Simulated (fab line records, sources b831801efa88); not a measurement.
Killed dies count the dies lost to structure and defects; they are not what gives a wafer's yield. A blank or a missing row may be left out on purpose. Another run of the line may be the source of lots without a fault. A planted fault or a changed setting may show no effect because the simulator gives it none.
A lot that was struck, set against a sound lot :: flow sky130 :: 16 steps out of a route of 708
Sound: wafers L786.1, L786.4, L786.6. Struck: wafer L778.1 (L778.3, L778.6, from the same lot, were not struck and are left out); the cause is given at the end.
Per side, at each step with rows, come the tool, then ch with its chambers, and then its first start. Under that, the readings that differ: sound wafers :: struck wafers :: difference of the means :: sigmas: that difference in standard deviations of wafers without a fault.
alike: readings whose means differ by less than 2 such deviations, and words and numbers that are the same on both sides. not compared: withheld readings, readings that some wafer has no value for, bounds like >300 that may hide the same value, and numbers for which the record gives no deviation and whose values overlap.
The two part at a step that has a row with sigmas, a row that says differs or no value, or rows on one side only. Non-overlapping numbers with no deviation appear without sigmas and do not part them. A reading missing from all wafers of one side parts the sides only when that side holds two or more wafers.

first, 8 steps without rows for these wafers: SKY_METAL2_DEHYDRATE_07 (time 60 s); SKY_METAL2_HMDS_08 (prime time 60 s); SKY_METAL2_COAT_09 (resist thk 60 nm); SKY_METAL2_COAT_10 (resist thk 450 nm); SKY_METAL2_SOFTBAKE_11 (time 90 s); SKY_METAL2_EXPOSE_12 (exposes mask MM2, target cd 140 nm); SKY_METAL2_PEB_13; SKY_METAL2_DEVELOP_14 (develop time 60 s).
SKY_METAL2_CD_MEAS_15 targets a cd of 140 nm.
  sound on cd_sem-02 at day 41 04:13; struck on cd_sem-02 at day 38 18:12
  alike: cd_nm
SKY_METAL2_OVL_MEAS_16:
  sound on overlay-01 at day 41 04:20; struck on overlay-01 at day 38 18:19
  alike: METAL2_OVL
SKY_METAL2_DESCUM_17: chemistry O2, time 8 s.
  sound on rie_metal-03 ch 0,1, day 41 04:22; struck on rie_metal-01 ch 1, day 38 18:21
reading: oes_product_au (a.u.)
sound: 0.996 0.988 0.992
struck: 1.017
difference: +0.025
sigmas: +3
  alike: chamber_pressure_mTorr, drypump_motor_current_A
  not compared: rf_hours_counter_h
SKY_METAL2_ETCH_18: etches BARC in N2/H2, stops on SiO2, time 45.9 s, target depth 60 nm.
  sound on rie_metal-03 ch 0,1, day 41 04:24; struck on rie_metal-01 ch 1, day 38 18:23
reading: oes_product_au (a.u.)
sound: 0.849 0.841 0.849
struck: 0.856
difference: +0.010
sigmas: +2
  alike: chamber_pressure_mTorr, drypump_motor_current_A, throttle_valve_pct
  not compared: rf_hours_counter_h
SKY_METAL2_METAL_ETCH_19: etches the open film in Cl2/BCl3, stops on SiO2, target depth 360 nm, time 78 s.
  sound on rie_metal-03 ch 0,1, day 41 04:28; struck on rie_metal-01 ch 1, day 38 18:27
reading: throttle_valve_pct (%)
sound: 22.243 22.275 22.269
struck: 22.283
difference: +0.021
sigmas: +2

reading: model.KrF-thick_of_METAL2_COAT_10.thk_nm (nm)
sound: 156.9 161.9 162.1
struck: 199.3
difference: +39.0
sigmas: 

reading: model.METAL2.cd_nm (nm)
sound: 142.5 142.7 141.3
struck: 147
difference: +5
sigmas: 

reading: model.SiO2_of_VIA1_HDPCVD_00.thk_nm (nm)
sound: 330 329.1 330.9
struck: 332.7
difference: +2.7
sigmas: 
  alike: chamber_pressure_mTorr, drypump_motor_current_A, oes_product_au
  not compared: rf_hours_counter_h
SKY_METAL2_STRIP_20: strips in O2/N2.
  sound on plasma_asher-02 ch 1, day 41 04:33; struck on plasma_asher-04 ch 1, day 38 18:32
reading: oes_product_au (a.u.)
sound: 0.342 0.354 0.346
struck: 0.365
difference: +0.018
sigmas: +3

reading: strip_time_to_endpoint_s (s)
sound: 2.67 2.74 2.73
struck: 3.13
difference: +0.42
sigmas: +11
  alike: chamber_pressure_mTorr, drypump_motor_current_A
  not compared: rf_hours_counter_h
then, 1 step without rows for these wafers: SKY_METAL2_STRIP_21 (strips in post etch residue remover, time 1200 s).
-- the record jumps here: 10 days lie between the struck wafers' starts before and after (it left off in module METAL2 and takes up again in module PAD_OPEN, whose first step shown is number 708 of the route) --
SKY_PAD_OPEN_PROBE_99:
  sound on prober-02 at day 50 08:25; struck on prober-01 at day 48 14:34
reading: model.etest.met2.width_nm (nm)
sound: 142.4 142 140.4
struck: 145.9
difference: +4.3
sigmas: 

reading: model.etest.met2_comb.leak_log10_a_um
sound: -12.02 -11.94 -11.98
struck: -11.07
difference: +0.91
sigmas: 
  not compared: model.etest.tester.sort_bin_8_pct

## WHERE THEY PART
Earliest at SKY_METAL2_DESCUM_17; latest, in this record, at SKY_METAL2_STRIP_20.

WHY: what the simulator had put in
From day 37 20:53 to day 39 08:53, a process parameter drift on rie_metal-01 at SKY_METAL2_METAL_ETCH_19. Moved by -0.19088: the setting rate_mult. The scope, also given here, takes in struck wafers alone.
